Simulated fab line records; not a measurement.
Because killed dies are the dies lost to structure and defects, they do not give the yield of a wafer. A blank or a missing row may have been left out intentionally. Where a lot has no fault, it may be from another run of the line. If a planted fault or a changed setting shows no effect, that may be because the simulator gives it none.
fab line records | flow sky130
record lots=7 | wafers=19 | last-day=51
route steps=708 shown POLY_GATE@236 LDD_N@237 PAD_OPEN@708
lots that met no fault: from a run of the same line without faults
start-h: start of the lot's first displayed wafer, in hours after the record's first day | wait-h: how many hours have passed since the lot's step before this one | " as in the row above | L1.1+2: one row covering several wafers at once | - value missing, or start not given | * or withheld: withheld | < > ~ a bound
route shown NAME@n: NAME is a module with steps in the file, n the number in the route of the first one | usual: mean/standard deviation of fault-free wafers | same: alike in all rows | chamber/n: place in a boat | sites: readings site by site | _std_site: standard deviation of those values | _edge_site: mean of outer sites minus mean of inner sites | radius-mm: for every site, how far away it sits from the centre of the wafer | mask NAME#n: copy n | behind: the tool/chamber that last shaped the wafer | hold: what put the lot on hold/how long, in hours/how the hold closed | device: names the non-switching transistor (n, p or np) | end of line: at the end of the route, the tests of the same wafers | a step without rows: its recipe alone | killed: count of dies lost to structure and defects at first sort (not the wafer's yield) | map: a wafer's dies, x killed, . not, _ none there
set.NAME: the setting the step ran with; set.NAME@STEP: the setting that earlier step ran with | model.NAME: the simulator's own value behind a step, which no gauge read
lots at selected steps of the route; one table per step, one row per wafer
services: a tool's chamber out of use, with start hour (start-h, from the record's first day; less than 0 if before it), hours out, and reason
## steps
# step SKY_POLY_GATE_CD_MEAS_22
# usual cd-nm=149.5/2.6
lot.wafer | tool      | chamber | start-h | wait-h | cd-nm
L390.1    | cd-sem-01 | -       | 388.17  | 0.1    | 148.6
L390.5    | "         | -       | "       | "      | 152.6
L390.6    | "         | -       | "       | "      | 152.4
L399.1    | cd-sem-02 | -       | 473.34  | 0.1    | 149.5
L399.4    | "         | -       | "       | "      | 146.7
L399.5    | "         | -       | "       | "      | 146.7
L401.3    | cd-sem-01 | -       | 483.43  | 0.1    | 153.4
L401.6    | "         | -       | "       | "      | 150.6
L405.2    | cd-sem-01 | -       | 516.20  | 0.1    | 151.5
L405.6    | "         | -       | "       | "      | 148.7
L406.1    | cd-sem-01 | -       | 523.19  | 0.1    | 154.2
L406.5    | "         | -       | "       | "      | 152.4
L406.6    | "         | -       | "       | "      | 148.1
L411.2    | cd-sem-01 | -       | 564.82  | 0.1    | 152.9
L411.3    | "         | -       | "       | "      | 152.6
L411.4    | "         | -       | "       | "      | 150.0
L412.2    | cd-sem-02 | -       | 572.47  | 0.1    | 151.8
L412.5    | "         | -       | "       | "      | 156.0
L412.6    | "         | -       | "       | "      | 149.3
# step SKY_LDD_N_DEHYDRATE_00
# recipe temp-c=200 | time-s=60
# step SKY_LDD_N_HMDS_01
# recipe prime-time-s=60 | prime-temp-c=120
# step SKY_LDD_N_COAT_02
# recipe resist=NOVOLAK | spin-rpm=3000 | resist-thk-nm=300
# step SKY_LDD_N_SOFTBAKE_03
# recipe temp-c=90 | time-s=60 | resist=NOVOLAK
# step SKY_LDD_N_EXPOSE_04
# recipe mask-id=NTM | target-cd-nm=840 | na=0.6 | source-shape=conventional | sigma-outer=0.6 | dose-mj=110
# step SKY_LDD_N_PEB_05
# recipe temp-c=withheld | time-s=* | resist=NOVOLAK
# step SKY_LDD_N_DEVELOP_06
# recipe develop-time-s=60 | dev-temp-c=23
# step SKY_LDD_N_OVL_MEAS_07
# usual LDD_N_OVL=0.1/1.1
lot.wafer | tool       | chamber | start-h | wait-h | LDD_N_OVL[nm]
L390.1    | overlay-02 | -       | 417.72  | 0.1    | 1.6
L390.5    | "          | -       | "       | "      | 3.3
L390.6    | "          | -       | "       | "      | 0.8
L399.1    | overlay-02 | -       | 504.06  | 0.1    | 0.2
L399.4    | "          | -       | "       | "      | 0.4
L399.5    | "          | -       | "       | "      | 0.0
L401.3    | overlay-02 | -       | 513.90  | 0.1    | 0.6
L401.6    | "          | -       | "       | "      | -0.6
L405.2    | overlay-02 | -       | 547.34  | 0.1    | -0.1
L405.6    | "          | -       | "       | "      | 0.0
L406.1    | overlay-02 | -       | 553.69  | 0.1    | 0.5
L406.5    | "          | -       | "       | "      | -0.7
L406.6    | "          | -       | "       | "      | 1.3
L411.2    | overlay-02 | -       | 594.49  | 0.1    | -1.0
L411.3    | "          | -       | "       | "      | 0.0
L411.4    | "          | -       | "       | "      | -1.5
L412.2    | overlay-01 | -       | 602.59  | 0.1    | -1.7
L412.5    | "          | -       | "       | "      | 0.2
L412.6    | "          | -       | "       | "      | -1.2
# step SKY_LDD_N_IMPLANT_08
# recipe species=As | energy-kev=20 | dose-cm2=7.5e+13 | tilt-deg=withheld | rotation-deg=23
# step SKY_LDD_N_IMPLANT_09
# recipe species=As | energy-kev=20 | dose-cm2=7.5e+13 | tilt-deg=withheld | rotation-deg=113
# step SKY_LDD_N_IMPLANT_10
# recipe species=As | energy-kev=20 | dose-cm2=7.5e+13 | tilt-deg=withheld | rotation-deg=203
# step SKY_LDD_N_IMPLANT_11
# recipe species=As | energy-kev=20 | dose-cm2=7.5e+13 | tilt-deg=withheld | rotation-deg=293
# usual beam-on-s=10.02/0.2 | faraday-current-uA=422/8.4
lot.wafer | tool         | chamber | start-h | wait-h | beam-on-s | faraday-current-uA
L390.1    | implanter-01 | 0       | 418.20  | 0.1    | 9.85      | 431
L390.5    | "            | 0       | "       | "      | 9.50      | 443
L390.6    | "            | 0       | "       | "      | 10.03     | 421
L399.1    | implanter-03 | 0       | 504.55  | 0.1    | 10.18     | 416
L399.4    | "            | 0       | "       | "      | 10.20     | 413
L399.5    | "            | 0       | "       | "      | 10.01     | 421
L401.3    | implanter-03 | 0       | 514.42  | 0.1    | 10.26     | 412
L401.6    | "            | 0       | "       | "      | 12.39     | 342
L405.2    | implanter-03 | 0       | 547.85  | 0.1    | 9.86      | 428
L405.6    | "            | 0       | "       | "      | 12.10     | 349
L406.1    | implanter-03 | 0       | 554.18  | 0.1    | 9.94      | 426
L406.5    | "            | 0       | "       | "      | 10.25     | 410
L406.6    | "            | 0       | "       | "      | 12.55     | 336
L411.2    | implanter-01 | 0       | 595.00  | 0.1    | 9.76      | 432
L411.3    | "            | 0       | "       | "      | 10.05     | 422
L411.4    | "            | 0       | "       | "      | 10.00     | 420
L412.2    | implanter-01 | 0       | 603.10  | 0.1    | 9.65      | 435
L412.5    | "            | 0       | "       | "      | 9.95      | 426
L412.6    | "            | 0       | "       | "      | 10.15     | 418
# step SKY_LDD_N_IMPLANT_12
# recipe species=BF2 | energy-kev=50 | dose-cm2=5e+12 | tilt-deg=30 | rotation-deg=0
# step SKY_LDD_N_IMPLANT_13
# recipe species=BF2 | energy-kev=50 | dose-cm2=5e+12 | tilt-deg=30 | rotation-deg=90
# step SKY_LDD_N_IMPLANT_14
# recipe species=BF2 | energy-kev=50 | dose-cm2=5e+12 | tilt-deg=30 | rotation-deg=180
# step SKY_LDD_N_IMPLANT_15
# recipe species=BF2 | energy-kev=50 | dose-cm2=5e+12 | tilt-deg=30 | rotation-deg=270
# step SKY_LDD_N_STRIP_16
# recipe chemistry=O2/N2 | power-w=1400 | pressure-mtorr=1500 | platen-temp-c=withheld | o2-flow-sccm=3000 | n2-flow-sccm=300 | overash-fraction=0.5
# usual drypump-motor-current-A=5.7/0.47 | oes-product-au=0.407/0.0042 | strip-time-to-endpoint-s=4.310/0.013
lot.wafer | tool            | chamber | start-h | wait-h | drypump-motor-current-A | oes-product-au | rf-hours-counter-h | strip-time-to-endpoint-s
L390.1    | plasma-asher-03 | 1       | 418.95  | 0.1    | 6.1                     | 0.406          | 67                 | 4.309
L390.5    | "               | 1       | "       | "      | 6.1                     | 0.408          | -                  | 4.286
L390.6    | "               | 0       | "       | "      | 5.4                     | 0.406          | -                  | 4.309
L399.1    | plasma-asher-04 | 0       | 505.30  | 0.1    | 6.4                     | 0.409          | 79                 | 4.291
L399.4    | "               | 1       | "       | "      | 6.1                     | 0.411          | -                  | 4.302
L399.5    | "               | 1       | "       | "      | 6.1                     | 0.411          | -                  | 4.311
L401.3    | plasma-asher-01 | 1       | 515.16  | 0.1    | 5.8                     | 0.409          | -                  | 4.316
L401.6    | "               | 0       | "       | "      | 5.0                     | 0.410          | -                  | 4.345
L405.2    | plasma-asher-03 | 0       | 548.57  | 0.1    | 5.4                     | 0.401          | 10                 | 4.311
L405.6    | "               | 1       | "       | "      | 6.1                     | 0.408          | -                  | 4.334
L406.1    | plasma-asher-01 | 1       | 554.93  | 0.1    | 5.8                     | 0.409          | 43                 | 4.307
L406.5    | "               | 0       | "       | "      | 5.0                     | 0.399          | -                  | 4.315
L406.6    | "               | 1       | "       | "      | 5.8                     | 0.409          | -                  | 4.362
L411.2    | plasma-asher-03 | 1       | 595.72  | 0.1    | 6.1                     | 0.411          | 15                 | 4.307
L411.3    | "               | 0       | "       | "      | 5.4                     | 0.402          | -                  | 4.306
L411.4    | "               | 1       | "       | "      | 6.1                     | 0.401          | -                  | 4.317
L412.2    | plasma-asher-03 | 1       | 603.82  | 0.1    | 6.1                     | 0.414          | 16                 | 4.333
L412.5    | "               | 1       | "       | "      | 6.1                     | 0.408          | -                  | 4.328
L412.6    | "               | 0       | "       | "      | 5.4                     | 0.403          | -                  | 4.328
# step SKY_LDD_N_TW_MEAS_17
# usual LDD_N_TW=2575/17
lot.wafer | tool          | chamber | start-h | wait-h | LDD_N_TW
L390.1    | film-metro-03 | -       | 419.05  | 0.1    | 2603
L390.5    | "             | -       | "       | "      | 2600
L390.6    | "             | -       | "       | "      | 2596
L399.1    | film-metro-04 | -       | 505.40  | 0.1    | 2574
L399.4    | "             | -       | "       | "      | 2577
L399.5    | "             | -       | "       | "      | 2584
L401.3    | film-metro-04 | -       | 515.24  | 0.1    | 2567
L401.6    | "             | -       | "       | "      | 2596
L405.2    | film-metro-01 | -       | 548.68  | 0.1    | 2560
L405.6    | "             | -       | "       | "      | 2589
L406.1    | film-metro-04 | -       | 555.03  | 0.1    | 2572
L406.5    | "             | -       | "       | "      | 2575
L406.6    | "             | -       | "       | "      | 2595
L411.2    | film-metro-01 | -       | 595.83  | 0.1    | 2564
L411.3    | "             | -       | "       | "      | 2553
L411.4    | "             | -       | "       | "      | 2557
L412.2    | film-metro-03 | -       | 603.93  | 0.1    | 2581
L412.5    | "             | -       | "       | "      | 2580
L412.6    | "             | -       | "       | "      | 2592
# step SKY_PAD_OPEN_PROBE_99
# usual killed_at_M0_to_M3=44/7.2 | killed_at_M4_up=2.9/1.8 | killed-at-contacts=24/5.2 | killed-at-front-end=15/4 | killed-at-other=0.2/0.49 | killed-dies=85/9.1 | killed-on-rim=17/3.7 | killed-open=47/6.8 | killed-short=38/5.7
# same gross-dies=492 | killed-at-back-side=0
lot.wafer | tool      | chamber | start-h | wait-h | killed_at_M0_to_M3 | killed_at_M4_up | killed-at-contacts | killed-at-front-end | killed-at-other | killed-dies | killed-on-rim | killed-open | killed-short | model.etest.tip-n.rs-ohm-sq
L390.1    | prober-02 | -       | 1101.19 | 0.1    | 36                 | 10              | 22                 | 20                  | 1               | 89          | 17            | 51          | 38           | 445.8
L390.5    | prober-02 | -       | 1101.39 | 0.2    | 39                 | 1               | 25                 | 13                  | 0               | 78          | 12            | 45          | 33           | 445.3
L390.6    | prober-02 | -       | 1101.44 | 0.2    | 39                 | 1               | 20                 | 16                  | 0               | 76          | 14            | 45          | 31           | 448.3
L399.1    | prober-01 | -       | 1154.05 | 0.1    | 52                 | 1               | 28                 | 14                  | 0               | 95          | 24            | 52          | 43           | 450
L399.4    | prober-01 | -       | 1154.20 | 0.2    | 49                 | 0               | 20                 | 16                  | 0               | 85          | 16            | 49          | 36           | 445.7
L399.5    | prober-01 | -       | 1154.25 | 0.2    | 34                 | 2               | 30                 | 13                  | 0               | 79          | 13            | 47          | 32           | 448.8
L401.3    | prober-01 | -       | 1164.52 | 0.2    | 42                 | 2               | 27                 | 16                  | 0               | 87          | 15            | 40          | 47           | 437.1
L401.6    | prober-01 | -       | 1164.67 | 0.2    | 30                 | 4               | 22                 | 15                  | 1               | 72          | 17            | 35          | 37           | 423.7
L405.2    | prober-01 | -       | 1184.23 | 0.1    | 42                 | 5               | 19                 | 20                  | 0               | 86          | 17            | 46          | 40           | 444.1
L405.6    | prober-01 | -       | 1184.43 | 0.2    | 47                 | 1               | 27                 | 17                  | 0               | 92          | 22            | 51          | 41           | 428.6
L406.1    | prober-02 | -       | 1186.57 | 0.1    | 44                 | 1               | 32                 | 13                  | 0               | 90          | 16            | 53          | 37           | 446
L406.5    | prober-02 | -       | 1186.77 | 0.2    | 40                 | 4               | 29                 | 22                  | 0               | 95          | 16            | 54          | 41           | 444.6
L406.6    | prober-02 | -       | 1186.82 | 0.2    | 49                 | 2               | 21                 | 10                  | 0               | 82          | 15            | 55          | 27           | 429.8
L411.2    | prober-01 | -       | 1207.01 | 0.1    | 41                 | 1               | 25                 | 10                  | 0               | 77          | 17            | 45          | 32           | 440.4
L411.3    | prober-01 | -       | 1207.06 | 0.2    | 31                 | 4               | 18                 | 20                  | 0               | 73          | 11            | 37          | 36           | 441.6
L411.4    | prober-01 | -       | 1207.11 | 0.2    | 59                 | 4               | 30                 | 12                  | 1               | 106         | 20            | 60          | 46           | 439.6
L412.2    | prober-02 | -       | 1212.96 | 0.1    | 40                 | 2               | 14                 | 14                  | 1               | 71          | 17            | 40          | 31           | 447.1
L412.5    | prober-02 | -       | 1213.11 | 0.2    | 40                 | 5               | 21                 | 11                  | 0               | 77          | 10            | 46          | 31           | 444.5
L412.6    | prober-02 | -       | 1213.16 | 0.2    | 53                 | 3               | 14                 | 14                  | 0               | 84          | 13            | 50          | 34           | 440.8
# killed by level:class
L390.1 CONTACT:geometric-particle:open=9 LI_CONTACT:geometric-particle:open=7 METAL1:geometric-particle:short=7 VIA1:geometric-particle:open=7 VIA2:geometric-particle:open=6 FIELD_ISO:geometric-particle:short=5 POLY_GATE:geometric-particle:short=5 METAL4:geometric-particle:short=5
L390.5 CONTACT:geometric-particle:open=8 VIA2:geometric-particle:open=7 CONTACT:geometric-particle:short=6 VIA1:geometric-particle:open=6 METAL1:geometric-particle:short=5 LI_CONTACT:geometric-particle:open=5 VIA3:geometric-particle:open=5 POLY_GATE:geometric-particle:open=4
L390.6 VIA1:geometric-particle:open=11 CONTACT:geometric-particle:open=10 VIA1:geometric-particle:short=6 VIA3:geometric-particle:open=6 FIELD_ISO:geometric-particle:short=5 LI_CONTACT:geometric-particle:open=5 FIELD_ISO:geometric-particle:open=4 METAL1:geometric-particle:short=4
L399.1 VIA1:geometric-particle:open=14 CONTACT:geometric-particle:open=10 VIA1:geometric-particle:short=10 LI_CONTACT:geometric-particle:open=8 VIA3:geometric-particle:open=7 METAL1:geometric-particle:short=6 CONTACT:geometric-particle:short=6 VIA2:geometric-particle:open=5
L399.4 VIA1:geometric-particle:open=17 METAL1:geometric-particle:short=9 FIELD_ISO:geometric-particle:open=7 LI_CONTACT:geometric-particle:open=6 VIA3:geometric-particle:open=6 LI_CONTACT:geometric-particle:short=4 CONTACT:geometric-particle:open=4 CONTACT:geometric-particle:short=4
L399.5 CONTACT:geometric-particle:open=13 VIA1:geometric-particle:open=6 LI_CONTACT:geometric-particle:open=5 CONTACT:geometric-particle:short=5 LOCAL_INTERCONNECT:geometric-particle:short=5 VIA3:geometric-particle:open=5 METAL1:geometric-particle:short=4 METAL2:geometric-particle:short=4
L401.3 CONTACT:geometric-particle:open=10 CONTACT:geometric-particle:short=7 VIA1:geometric-particle:open=7 VIA2:geometric-particle:open=7 VIA3:geometric-particle:open=6 FIELD_ISO:geometric-particle:short=5 LOCAL_INTERCONNECT:geometric-particle:short=5 VIA1:geometric-particle:short=5
L401.6 CONTACT:geometric-particle:open=7 LOCAL_INTERCONNECT:geometric-particle:short=6 FIELD_ISO:geometric-particle:short=5 LI_CONTACT:geometric-particle:open=5 VIA1:geometric-particle:open=5 VIA1:geometric-particle:short=4 VIA2:geometric-particle:short=4 METAL3:geometric-particle:short=4
L405.2 CONTACT:geometric-particle:open=8 METAL2:geometric-particle:short=7 FIELD_ISO:geometric-particle:open=6 VIA1:geometric-particle:open=6 METAL1:geometric-particle:short=5 SPACER:geometric-particle:open=4 LI_CONTACT:geometric-particle:open=4 VIA3:geometric-particle:open=4
L405.6 VIA1:geometric-particle:open=12 CONTACT:geometric-particle:open=7 VIA2:geometric-particle:open=7 POLY_GATE:geometric-particle:open=6 LOCAL_INTERCONNECT:geometric-particle:short=6 CONTACT:geometric-particle:short=6 METAL1:geometric-particle:short=6 LI_CONTACT:geometric-particle:open=5
L406.1 CONTACT:geometric-particle:open=14 VIA1:geometric-particle:open=10 LI_CONTACT:geometric-particle:open=9 METAL2:geometric-particle:short=9 FIELD_ISO:geometric-particle:open=6 VIA2:geometric-particle:open=5 LI_CONTACT:geometric-particle:short=4 METAL3:geometric-particle:short=4
L406.5 CONTACT:geometric-particle:open=10 VIA1:geometric-particle:short=10 VIA1:geometric-particle:open=10 VIA2:geometric-particle:open=9 LI_CONTACT:geometric-particle:open=8 FIELD_ISO:geometric-particle:short=6 FIELD_ISO:geometric-particle:open=5 CONTACT:geometric-particle:short=5
L406.6 VIA3:geometric-particle:open=12 CONTACT:geometric-particle:open=10 VIA1:geometric-particle:open=8 VIA2:geometric-particle:open=7 VIA3:geometric-particle:short=5 METAL2:geometric-particle:short=4 LI_CONTACT:geometric-particle:open=4 VIA1:geometric-particle:short=4
L411.2 CONTACT:geometric-particle:open=11 VIA1:geometric-particle:open=11 VIA1:geometric-particle:short=10 LI_CONTACT:geometric-particle:open=6 LOCAL_INTERCONNECT:geometric-particle:short=6 VIA2:geometric-particle:open=6 VIA3:geometric-particle:open=5 METAL2:geometric-particle:short=4
L411.3 CONTACT:geometric-particle:open=8 POLY_GATE:geometric-particle:open=6 VIA3:geometric-particle:short=6 VIA1:geometric-particle:open=5 VIA3:geometric-particle:open=5 FIELD_ISO:geometric-particle:open=4 FIELD_ISO:geometric-particle:short=4 LI_CONTACT:geometric-particle:open=4
L411.4 CONTACT:geometric-particle:open=11 VIA3:geometric-particle:open=11 LI_CONTACT:geometric-particle:open=9 VIA2:geometric-particle:open=9 VIA1:geometric-particle:open=7 VIA2:geometric-particle:short=7 METAL1:geometric-particle:short=6 VIA1:geometric-particle:short=5
L412.2 VIA3:geometric-particle:open=11 VIA1:geometric-particle:open=7 CONTACT:geometric-particle:open=5 METAL1:geometric-particle:short=5 FIELD_ISO:geometric-particle:open=4 METAL3:geometric-particle:short=4 LOCAL_INTERCONNECT:geometric-particle:short=4 VIA1:geometric-particle:short=4
L412.5 VIA1:geometric-particle:open=9 CONTACT:geometric-particle:open=8 VIA2:geometric-particle:open=7 METAL1:geometric-particle:short=6 LI_CONTACT:geometric-particle:short=5 VIA3:geometric-particle:open=5 VIA1:geometric-particle:short=4 POLY_GATE:geometric-particle:short=3
L412.6 VIA1:geometric-particle:open=15 METAL1:geometric-particle:short=11 VIA3:geometric-particle:open=10 POLY_GATE:geometric-particle:open=7 VIA2:geometric-particle:open=6 LOCAL_INTERCONNECT:geometric-particle:short=4 CONTACT:geometric-particle:open=4 METAL2:geometric-particle:short=4
## services
tool            | chamber | start-h | hours | kind
plasma-asher-03 | -       | 421.25  | 9.0   | pm
plasma-asher-03 | 0       | 421.25  | 9.0   | vent-cycle
plasma-asher-03 | 1       | 421.25  | 9.0   | vent-cycle
plasma-asher-03 | 0       | 430.25  | -     | clean
plasma-asher-03 | 1       | 430.25  | -     | clean
plasma-asher-04 | -       | 430.52  | 0.3   | repair
plasma-asher-01 | -       | 458.12  | 3.1   | repair
implanter-03    | -       | 467.29  | 1.8   | repair
implanter-01    | -       | 477.29  | 2.0   | repair
implanter-03    | -       | 488.92  | 2.0   | repair
implanter-03    | -       | 490.89  | 3.2   | pm
plasma-asher-03 | -       | 508.31  | 19.8  | pm
implanter-03    | -       | 557.21  | 2.6   | repair
implanter-03    | -       | 559.55  | 3.2   | repair
plasma-asher-01 | -       | 562.30  | 0.8   | repair
## key
first-sign step=SKY_LDD_N_IMPLANT_11 | reading=beam-on-s | direction=up | sigmas=12 | usual=10.02 | struck=12.35
effect step=SKY_LDD_N_IMPLANT_11 | reading=faraday-current-uA | direction=down | sigmas=9.6 | usual=422 | struck=342
effect step=SKY_LDD_N_STRIP_16 | reading=strip-time-to-endpoint-s | direction=up | sigmas=2.9 | usual=* | struck=*
model-effect step=SKY_PAD_OPEN_PROBE_99 | value=etest.tip-n.rs-ohm-sq | without=443.1 | struck=427.4
met-at SKY_LDD_N_IMPLANT_11
struck-wafers L401.6,L405.6,L406.6
tester-left-out L401,L405,L406
onset-between 504.55 514.42
fault kind=process-parameter-drift | tool=implanter-03 | chamber=- | onset-h=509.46 | steps=SKY_LDD_N_IMPLANT_11 | channel=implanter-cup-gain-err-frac | offset=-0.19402 | shape=step | end-h=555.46 | scope=struck-wafers-only
# tester-left-out: of these lots the tester's yield and bins aren't shown, on N5 and GAA mostly nor the transistor test; their killed dies are dies lost to structure and defects alone, not to doping, threshold or leakage, so they don't give the yield
